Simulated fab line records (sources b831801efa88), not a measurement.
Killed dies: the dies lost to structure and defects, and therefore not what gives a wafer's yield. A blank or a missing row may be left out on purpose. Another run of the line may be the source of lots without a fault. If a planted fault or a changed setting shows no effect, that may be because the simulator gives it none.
Which tool was responsible? | flow sky130 | Sampling: 13 lots, 39 wafers, 4 of 708 route steps

== WHAT THE GAUGES SHOWED, per wafer ==
SKY_VIA1_OVL_MEAS_13. Usual: VIA1_OVL typically reads 0 nm, with standard deviation 6.2.
lot  | measured     | on         | VIA1_OVL (nm) | flag
L792 | day 34 06:28 | overlay-02 | 0 1 4         | 
L793 | day 34 19:01 | overlay-02 | -15 -1 1      | 
L794 | day 35 03:47 | overlay-01 | 1 3 9         | 
L795 | day 35 12:21 | overlay-02 | 2 9 6         | 
L796 | day 35 16:10 | overlay-01 | -7 -13 -4     | 
L798 | day 36 07:53 | overlay-01 | -5 -9 -9      | 
L799 | day 36 11:35 | overlay-02 | 1 3 -6        | 
L800 | day 36 19:22 | overlay-01 | 4 0 -2        | 
L802 | day 37 08:05 | overlay-01 | 1 -2 11       | 
L803 | day 37 17:02 | overlay-01 | -7 -6 -8      | 
L807 | day 39 00:35 | overlay-02 | 10 4 10       | 
L809 | day 39 10:17 | overlay-01 | -4 2 -2       | 
L811 | day 40 06:11 | overlay-01 | -3 -1 -9      | 

SKY_METAL2_THK_MEAS_06: measures by xrf. Usual: METAL2_ALCU_THK typically reads 247 nm, with standard deviation 4.
lot  | measured     | on           | METAL2_ALCU_THK (nm) | flag
L792 | day 34 08:26 | filmMetro-03 | 249 252 249          | 
L793 | day 34 20:40 | filmMetro-02 | 244 242 242          | 
L794 | day 35 05:28 | filmMetro-04 | 254 249 244          | 
L795 | day 35 13:59 | filmMetro-04 | 252 254 251          | 
L796 | day 35 17:52 | filmMetro-03 | 244 246 244          | 
L798 | day 36 10:31 | filmMetro-03 | 254 252 256          | 
L799 | day 36 13:23 | filmMetro-04 | 253 249 249          | 
L800 | day 36 20:58 | filmMetro-03 | 256 251 254          | 
L802 | day 37 09:41 | filmMetro-04 | 245 244 245          | 
L803 | day 37 18:38 | filmMetro-03 | 242 242 252          | 
L807 | day 39 02:11 | filmMetro-04 | 248 245 249          | 
L809 | day 39 11:53 | filmMetro-02 | 244 242 239          | 
L811 | day 40 08:15 | filmMetro-03 | 247 250 245          | 

== WHICH TOOL RAN EACH LOT (tool, then ch and the chambers of the sampled wafers, then the start) ==
lot  | SKY_FIELD_ISO_ETCH_17          | SKY_METAL2_SPUTTER_00
L792 | rieSi-01 ch 0,1,2, day 2 09:08 | pvdSputter-03, day 34 08:11
L793 | rieSi-02 ch 0,1,2, day 2 13:35 | pvdSputter-03, day 34 20:25
L794 | rieSi-01 ch 1,2,3, day 2 14:38 | pvdSputter-02, day 35 05:12
L795 | rieSi-01 ch 0,1,2, day 2 22:52 | pvdSputter-03, day 35 13:41
L796 | rieSi-02 ch 1,2, day 3 04:49   | pvdSputter-01, day 35 17:36
L798 | rieSi-02 ch 0,1,3, day 3 12:49 | pvdSputter-02, day 36 10:15
L799 | rieSi-01 ch 0,2, day 3 17:53   | pvdSputter-03, day 36 13:06
L800 | rieSi-01 ch 0,3, day 3 22:41   | pvdSputter-02, day 36 20:43
L802 | rieSi-02 ch 0,1,3, day 4 09:41 | pvdSputter-03, day 37 09:26
L803 | rieSi-01 ch 1,2,3, day 4 13:32 | pvdSputter-01, day 37 18:23
L807 | rieSi-01 ch 0,1,2, day 5 12:38 | pvdSputter-03, day 39 01:56
L809 | rieSi-01 ch 0,3, day 5 21:31   | pvdSputter-02, day 39 11:37
L811 | rieSi-01 ch 1,3, day 6 07:53   | pvdSputter-02, day 40 07:58
- SKY_FIELD_ISO_ETCH_17: etches Si in HBr/Cl2/O2, target depth 342 nm, time 97.7 s.
- SKY_METAL2_SPUTTER_00: material Ti, target thk 15 nm, time 10 s.

== AS READ BY THE TOOLS THEMSELVES (means over the sampled wafers that have a number; for cases with no such wafer, the mark the record gives instead) ==
SKY_FIELD_ISO_ETCH_17. Usual: drypumpMotorCurrentA 5.8 A, standard deviation 0.41; oesProductAu 1.004 a.u., standard deviation 0.011; rfFwdPowerW 596.5 W, standard deviation 2.1; throttleValvePct 25.654 %, standard deviation 0.012.
lot  | tool     | drypumpMotorCurrentA (A) | oesProductAu (a.u.) | rfFwdPowerW (W) | throttleValvePct (%) | flag
L792 | rieSi-01 | 5.7                      | 1.001               | 598.0           | 25.650               | 
L793 | rieSi-02 | 5.8                      | 1.015               | 597.5           | 25.637               | 
L794 | rieSi-01 | 5.8                      | 0.988               | 597.8           | 25.654               | 
L795 | rieSi-01 | 5.8                      | 1.010               | 598.7           | 25.643               | 
L796 | rieSi-02 | 6.1                      | 1.006               | 598.5           | 25.650               | 
L798 | rieSi-02 | 6.0                      | 0.997               | 596.0           | 25.662               | 
L799 | rieSi-01 | 5.6                      | 1.007               | 596.7           | 25.649               | 
L800 | rieSi-01 | 5.2                      | 1.005               | 596.3           | 25.649               | 
L802 | rieSi-02 | 6.0                      | 0.996               | 596.1           | 25.656               | 
L803 | rieSi-01 | 5.8                      | 1.009               | 595.5           | 25.659               | 
L807 | rieSi-01 | 5.8                      | 1.003               | 595.8           | 25.655               | 
L809 | rieSi-01 | 5.2                      | 1.056               | 691.1           | 25.622               | OFF
L811 | rieSi-01 | 5.6                      | 1.031               | 693.4           | 25.637               | OFF

SKY_METAL2_SPUTTER_00. Usual: throttleValvePct reads 30.4 % (standard deviation 1.1).
lot  | tool          | throttleValvePct (%) | flag
L792 | pvdSputter-03 | 29.7                 | 
L793 | pvdSputter-03 | 29.3                 | 
L794 | pvdSputter-02 | 31.2                 | 
L795 | pvdSputter-03 | 29.4                 | 
L796 | pvdSputter-01 | 30.2                 | 
L798 | pvdSputter-02 | 29.9                 | 
L799 | pvdSputter-03 | 29.9                 | 
L800 | pvdSputter-02 | 30.0                 | 
L802 | pvdSputter-03 | 29.5                 | 
L803 | pvdSputter-01 | 31.0                 | 
L807 | pvdSputter-03 | 30.0                 | 
L809 | pvdSputter-02 | 30.6                 | 
L811 | pvdSputter-02 | 30.4                 | 

== THE ANSWER, worked out from the rows above alone ==
Rule: lot off if the mean of its wafers having a number is beyond 3 standard deviations from the usual mean. A lot without any number at a reading at which 4 lots or more have one is off too. The other lots that the step has rows for count as sound. After the gauges, taken in route order, come the tools' own readings; for these a lot's mean is taken, as printed above. The first step at which some lot is off is used, and at that step the reading that is off furthest; a lot without a number counts as furthest.
Off: L809, L811 (SKY_FIELD_ISO_ETCH_17, rfFwdPowerW).
If a tool, at that step or one of the process steps before it, ran each lot that is off and ran no sound lot following the first of them, it fits. One fits: SKY_FIELD_ISO_ETCH_17 on rieSi-01. A fault onset in the window from L807 (day 5 12:38, its last sound lot) to L809 (day 5 21:31, its first lot off) fits.
The tool's own readings at SKY_FIELD_ISO_ETCH_17 bear it out: on the lots that are off they differ by more than 5 times the standard deviation of the sound lots' means. oesProductAu reads 1.043 a.u. there against 1.003 a.u. on the sound lots; rfFwdPowerW reads 692.2 W there against 597.0 W on the sound lots.

== WHAT THE SIMULATOR PUT IN ==
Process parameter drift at SKY_FIELD_ISO_ETCH_17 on rieSi-01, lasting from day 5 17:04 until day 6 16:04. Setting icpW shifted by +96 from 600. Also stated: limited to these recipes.
Struck lots among those shown: L809, L811. This agrees with what the rule above found.
